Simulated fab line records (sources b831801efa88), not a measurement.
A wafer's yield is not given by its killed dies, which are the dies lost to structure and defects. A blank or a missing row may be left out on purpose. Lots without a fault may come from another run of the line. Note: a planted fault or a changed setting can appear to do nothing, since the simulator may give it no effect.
A single fault, viewed from 2 desks / flow gf180mcu / every desk sees just its own numbers, and what lay behind them comes last

== AT THE TOOL OWNER'S DESK: pvd sputter-03 ==
The tool's own readings at GF_TOP_METAL_SPUTTER_04 (material TiN, target thk 25 nm, time 20.8 s): means of the sampled wafers that have a number, for each lot that ran on this tool. If a lot's mean is further than 4 standard deviations from the usual mean, the lot is out of limits and carries the mark OUT (the distance appears in the brackets).
Columns: A = chamber pressure pa at GF_TOP_METAL_SPUTTER_04, usual 0.4000 Pa; B = throttle valve pct at GF_TOP_METAL_SPUTTER_04, usual 30.4 %
lot=L293; first seen here=day 27 07:48; A=0.3993; B=30.0
lot=L294; first seen here=day 27 12:58; A=0.3998; B=29.5
lot=L296; first seen here=day 28 10:23; A=0.3818 (-23) OUT; B=30.8
lot=L307; first seen here=day 31 11:56; A=0.4000; B=30.5
lot=L308; first seen here=day 31 19:32; A=0.3998; B=30.2
lot=L312; first seen here=day 32 16:36; A=0.3993; B=29.2
lot=L313; first seen here=day 32 20:06; A=0.4003; B=29.1
lot=L314; first seen here=day 33 01:36; A=0.3990; B=30.3
This desk's finding: out of limits on L296; first on L296, day 28 10:23 (chamber pressure pa at GF_TOP_METAL_SPUTTER_04). Within limits: L293, L294, L307, L308, L312, L313, L314.

== AT THE METROLOGY DESK ==
Lot by lot, what the gauges showed, no matter which tool ran the lot: averages of those sampled wafers that carry a number. If a lot's mean is further than 4 standard deviations from the usual mean, the lot is out of limits and carries the mark OUT (the distance appears in the brackets).
Columns: A = cd nm at GF_M5_CD_MEAS_07, usual 280.3 nm
lot=L293; first seen here=day 26 09:04; A=280.7
lot=L294; first seen here=day 26 13:34; A=280.9
lot=L296; first seen here=day 27 11:11; A=280.5
lot=L300; first seen here=day 28 13:53; A=279.6
lot=L305; first seen here=day 30 05:07; A=279.3
lot=L307; first seen here=day 30 15:02; A=280.0
lot=L308; first seen here=day 30 22:46; A=279.2
lot=L309; first seen here=day 31 03:53; A=280.5
lot=L310; first seen here=day 31 12:30; A=278.5
lot=L312; first seen here=day 31 20:12; A=281.7
lot=L313; first seen here=day 32 01:01; A=280.4
lot=L314; first seen here=day 32 06:20; A=280.9
lot=L315; first seen here=day 32 11:28; A=278.5
This desk's finding: nothing out of limits on any of the 13 lots.

== TAKEN TOGETHER ==
The tool owner's desk could have raised an alarm at day 28 10:23, on L296.
Metrology desk: nothing out of limits seen.
The metrology desk holds a record of L296, inside its limits.
Every lot named ran GF_TOP_METAL_SPUTTER_04 on pvd sputter-03.

== WHAT WAS PUT IN BY THE SIMULATOR ==
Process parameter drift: pvd sputter-03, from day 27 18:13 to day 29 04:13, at GF_TOP_METAL_SPUTTER_04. Setting chamber pressure pa, moved by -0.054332, from 0.4. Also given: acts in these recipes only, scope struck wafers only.
Struck lots among those shown: L296.
Each desk's first reading out of limits, in hours after the fault started: the tool owner's desk, 16.
